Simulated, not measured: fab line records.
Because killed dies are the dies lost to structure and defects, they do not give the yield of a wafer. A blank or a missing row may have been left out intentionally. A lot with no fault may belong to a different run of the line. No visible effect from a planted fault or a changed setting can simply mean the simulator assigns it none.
fab line records	flow gf180mcu	part 2 of 2: steps 28 to 37 of 37
record: lots: 5	wafers: 15	lastDay: 33
route steps=602 shown VT_IMPLANT@133 MVSD@136 NWELL@137 LVPWELL@138 MVPSD@139 DUAL_GATE@141 POLY_GATE@157
lots untouched by any fault: they come from a run of this same line in which no faults occurred
startH: the number of hours between the record's first day and the start of the first shown wafer of the lot	waitH: hours elapsed since this lot's preceding step	" as in the row above	L1.1+2: a row that stands for several wafers	- no value, or no start given	* or withheld: withheld	< > ~ a bound
route shown NAME@n: names a module that has steps shown in the file, with the first one's number in the route	usual: mean and standard deviation over wafers with no fault	same: alike in all rows	chamber/n: place in a boat	sites: readings site by site	_std_site: the values' standard deviation	_edge_site: outer sites' mean less inner sites'	radiusMm: for every site, how far away it sits from the centre of the wafer	mask NAME#n: copy n	behind: the most recent tool/chamber to have shaped the wafer	hold: reason for holding the lot/hours on hold/outcome of the hold	device: the n, p or np transistor that did not switch	end of line: tests of these same wafers at the route's end	for a step that has no rows: nothing shown but its recipe	killed: count of dies lost to structure and defects at first sort (not the wafer's yield)	map: the dies of a wafer, with x for killed, . for not killed, _ for no die there
set.NAME: setting as actually run; set.NAME@STEP: the setting as run at that earlier step	model.NAME: the simulator's own value behind a step, which no gauge read
lots at selected steps of the route; one table per step, one row per wafer
services: a tool's chamber out of use, with start hour (startH, from the record's first day; less than 0 if before it), hours out, and reason
== steps ==
step: GF_POLY_GATE_HMDS_03
recipe: primeTimeS: 60	primeTempC: 120
usual: exhaustPa: 45.0/0.89
same: primeTimeS: 60
lot.wafer	tool	chamber	startH	waitH	exhaustPa
L077.3	lithoTrack-01	0	202.37	0.1	45.5
L077.5	"	0	"	"	45.9
L077.6	"	0	"	"	45.0
L080.2	lithoTrack-02	0	227.76	0.1	45.8
L080.4	"	0	"	"	44.8
L080.6	"	0	"	"	44.3
L086.1	lithoTrack-03	0	284.93	0.1	45.8
L086.3	"	0	"	"	44.5
L086.4	"	0	"	"	45.0
L088.1	lithoTrack-03	0	303.98	0.1	44.7
L088.2	"	0	"	"	45.9
L088.6	"	0	"	"	46.7
L090.3	lithoTrack-02	0	312.03	0.1	44.7
L090.4	"	0	"	"	45.0
L090.5	"	0	"	"	45.7
step: GF_POLY_GATE_COAT_04
recipe: resist: BARC	tempC: withheld	timeS: withheld	spinRpm: withheld	resistThkNm: withheld
usual: dispensePressureKPa: 49.1/2.1	exhaustPa: 45.0/0.85
lot.wafer	tool	chamber	startH	waitH	dispensePressureKPa	exhaustPa
L077.3	lithoTrack-01	0	202.52	0.1	53.1	43.8
L077.5	"	0	"	"	53.1	43.6
L077.6	"	0	"	"	53.1	44.3
L080.2	lithoTrack-02	0	227.91	0.1	48.1	45.3
L080.4	"	0	"	"	48.1	45.0
L080.6	"	0	"	"	48.1	44.2
L086.1	lithoTrack-03	0	285.08	0.1	48.0	44.7
L086.3	"	0	"	"	47.9	44.7
L086.4	"	0	"	"	47.9	43.1
L088.1	lithoTrack-03	0	304.13	0.1	48.0	45.7
L088.2	"	0	"	"	47.9	45.3
L088.6	"	0	"	"	48.0	45.5
L090.3	lithoTrack-02	0	312.18	0.1	48.1	45.3
L090.4	"	0	"	"	48.1	45.3
L090.5	"	0	"	"	48.1	44.8
step: GF_POLY_GATE_COAT_05
recipe: resist: KrF	spinRpm: withheld	resistThkNm: 709.9
usual: dispensePressureKPa: 49.1/2.1	exhaustPa: 44.9/0.87
lot.wafer	tool	chamber	startH	waitH	dispensePressureKPa	exhaustPa
L077.3	lithoTrack-01	0	-	-	53.1	43.5
L077.5	"	0	"	"	53.1	42.9
L077.6	"	0	"	"	53.1	45.1
L080.2	lithoTrack-02	0	-	-	48.1	46.7
L080.4	"	0	"	"	48.1	45.2
L080.6	"	0	"	"	48.1	45.6
L086.1	lithoTrack-03	0	-	-	47.9	44.5
L086.3	"	0	"	"	47.9	45.7
L086.4	"	0	"	"	48.0	44.1
L088.1	lithoTrack-03	0	-	-	47.9	44.5
L088.2	"	0	"	"	47.9	44.5
L088.6	"	0	"	"	48.0	43.8
L090.3	lithoTrack-02	0	-	-	48.1	44.0
L090.4	"	0	"	"	48.1	44.9
L090.5	"	0	"	"	48.1	45.0
step: GF_POLY_GATE_SOFTBAKE_06
recipe: tempC: 130	timeS: 60	resist: KrF
usual: exhaustPa: 44.8/0.92
lot.wafer	tool	chamber	startH	waitH	exhaustPa
L077.3	lithoTrack-01	0	-	-	45.5
L077.5	"	0	"	"	44.7
L077.6	"	0	"	"	44.9
L080.2	lithoTrack-02	0	-	-	45.9
L080.4	"	0	"	"	46.0
L080.6	"	0	"	"	46.0
L086.1	lithoTrack-03	0	-	-	44.6
L086.3	"	0	"	"	45.2
L086.4	"	0	"	"	44.9
L088.1	lithoTrack-03	0	-	-	45.2
L088.2	"	0	"	"	45.0
L088.6	"	0	"	"	43.9
L090.3	lithoTrack-02	0	-	-	44.7
L090.4	"	0	"	"	46.1
L090.5	"	0	"	"	44.6
step: GF_POLY_GATE_EXPOSE_07
recipe: maskId: Poly2	targetCdNm: 280	na: 0.68	sourceShape: conventional	sigmaOuter: 0.6	doseMj: 28
lot.wafer	tool	chamber	startH	waitH	mask
L077.3+5+6	krfScanner-02	0	-	-	Poly2#0
L080.2+4+6	krfScanner-02	0	-	-	Poly2#0
L086.1+3+4	krfScanner-02	0	-	-	Poly2#0
L088.1+2+6	krfScanner-02	0	-	-	Poly2#0
L090.3+4+5	krfScanner-01	0	-	-	Poly2#0
step: GF_POLY_GATE_PEB_08
recipe: pebTempC: 135	pebTimeS: 90	resist: KrF
usual: exhaustPa: 45.0/0.9
lot.wafer	tool	chamber	startH	waitH	exhaustPa
L077.3	lithoTrack-02	0	-	-	47.9
L077.5	"	0	"	"	47.1
L077.6	"	0	"	"	46.7
L080.2	lithoTrack-03	0	-	-	44.2
L080.4	"	0	"	"	44.6
L080.6	"	0	"	"	46.1
L086.1	lithoTrack-03	0	-	-	44.4
L086.3	"	0	"	"	43.9
L086.4	"	0	"	"	46.7
L088.1	lithoTrack-02	0	-	-	43.5
L088.2	"	0	"	"	44.0
L088.6	"	0	"	"	44.4
L090.3	lithoTrack-03	0	-	-	44.9
L090.4	"	0	"	"	45.4
L090.5	"	0	"	"	45.7
step: GF_POLY_GATE_DEVELOP_09
recipe: developTimeS: 60	resist: KrF	devTempC: 19.9
usual: exhaustPa: 45.0/0.98
lot.wafer	tool	chamber	startH	waitH	exhaustPa
L077.3	lithoTrack-02	0	211.79	0.1	46.4
L077.5	"	0	"	"	46.7
L077.6	"	0	"	"	45.8
L080.2	lithoTrack-03	0	237.30	0.2	45.8
L080.4	"	0	"	"	45.6
L080.6	"	0	"	"	44.8
L086.1	lithoTrack-03	0	295.08	0.2	46.0
L086.3	"	0	"	"	46.0
L086.4	"	0	"	"	46.7
L088.1	lithoTrack-02	0	314.68	0.2	44.0
L088.2	"	0	"	"	43.5
L088.6	"	0	"	"	44.4
L090.3	lithoTrack-03	0	322.98	0.1	45.1
L090.4	"	0	"	"	45.4
L090.5	"	0	"	"	45.9
step: GF_POLY_GATE_CD_MEAS_10
recipe: targetCdNm: 280
usual: cdNm: 280.1/1.1
lot.wafer	tool	chamber	startH	waitH	cdNm
L077.3	cdSem-02	-	211.93	0.1	278.4
L077.5	"	-	"	"	278.3
L077.6	"	-	"	"	278.2
L080.2	cdSem-01	-	237.45	0.1	281.2
L080.4	"	-	"	"	279.3
L080.6	"	-	"	"	281.6
L086.1	cdSem-02	-	295.23	0.1	280.8
L086.3	"	-	"	"	279.9
L086.4	"	-	"	"	281.0
L088.1	cdSem-02	-	314.94	0.2	278.9
L088.2	"	-	"	"	277.7
L088.6	"	-	"	"	278.1
L090.3	cdSem-02	-	323.12	0.1	281.9
L090.4	"	-	"	"	281.7
L090.5	"	-	"	"	280.9
step: GF_POLY_GATE_OVL_MEAS_11
usual: POLY_GATE_OVL: 0/6
lot.wafer	tool	chamber	startH	waitH	POLY_GATE_OVL[nm]
L077.3	overlay-01	-	212.02	0.1	2
L077.5	"	-	"	"	9
L077.6	"	-	"	"	7
L080.2	overlay-02	-	237.55	0.1	3
L080.4	"	-	"	"	3
L080.6	"	-	"	"	10
L086.1	overlay-02	-	295.35	0.1	-10
L086.3	"	-	"	"	-16
L086.4	"	-	"	"	0
L088.1	overlay-02	-	315.06	0.1	8
L088.2	"	-	"	"	4
L088.6	"	-	"	"	7
L090.3	overlay-01	-	323.21	0.1	4
L090.4	"	-	"	"	2
L090.5	"	-	"	"	0
step: GF_POLY_GATE_ETCH_12
recipe: chemistry: N2/H2	targetDepthA: withheld	overetchA: withheld	timeS: withheld	target: BARC	ionEnergyEv: 200	sourceW: 500	biasW: 100	pressureMtorr: 30	n2FlowSccm: 100	h2FlowSccm: 200
usual: drypumpMotorCurrentA: 5.6/0.33	oesProductAu: 0.736/0.0043	throttleValvePct: 13.215/0.0086
lot.wafer	tool	chamber	startH	waitH	drypumpMotorCurrentA	oesProductAu	throttleValvePct
L077.3	rieDiel-03	1	212.04	0.0	5.9	0.736	13.213
L077.5	"	3	"	"	4.8	0.739	13.227
L077.6	"	0	"	"	6.4	0.729	13.219
L080.2	rieDiel-04	3	237.58	0.0	5.6	0.744	13.214
L080.4	"	0	"	"	5.3	0.735	13.210
L080.6	"	0	"	"	5.3	0.736	13.209
L086.1	rieDiel-04	2	295.38	0.0	5.5	0.746	13.233
L086.3	"	0	"	"	5.3	0.736	13.219
L086.4	"	1	"	"	5.8	0.733	13.212
L088.1	rieDiel-01	1	315.09	0.0	5.9	0.732	13.206
L088.2	"	0	"	"	5.9	0.738	13.221
L088.6	"	3	"	"	5.4	0.734	13.207
L090.3	rieDiel-01	0	323.23	0.0	5.9	0.731	13.222
L090.4	"	3	"	"	5.4	0.738	13.218
L090.5	"	0	"	"	5.9	0.731	13.204
== services ==
tool	chamber	startH	hours	kind
rieDiel-01	1	147.47	4.9	repair
rtpAnneal-01	-	148.74	10.8	pm
rieDiel-04	-	151.49	1.3	repair
krfScanner-02	-	158.01	1.0	repair
lpcvd-02	-	162.05	2.8	pm
plasmaAsher-01	-	164.47	8.0	repair
krfScanner-02	-	191.79	1.3	pm
krfScanner-02	-	196.52	3.6	pm
furnace-02	-	211.52	3.1	pm
furnace-02	-	214.63	3.1	pm
krfScanner-02	-	226.69	0.4	repair
furnace-01	-	231.27	2.7	pm
krfScanner-02	-	232.92	0.8	pm
rtpAnneal-02	-	237.29	3.8	pm
ilineStepper-01	-	243.61	1.7	pm
krfScanner-02	-	262.04	0.6	repair
furnace-01	-	264.37	3.0	pm
krfScanner-02	-	272.38	1.0	pm
ilineStepper-01	-	286.14	5.7	repair
krfScanner-02	-	286.96	4.0	pm
wetBench-04	-	287.88	6.5	repair
krfScanner-02	-	303.08	0.9	repair
ilineStepper-01	-	322.41	2.1	pm
krfScanner-02	-	323.23	4.4	pm
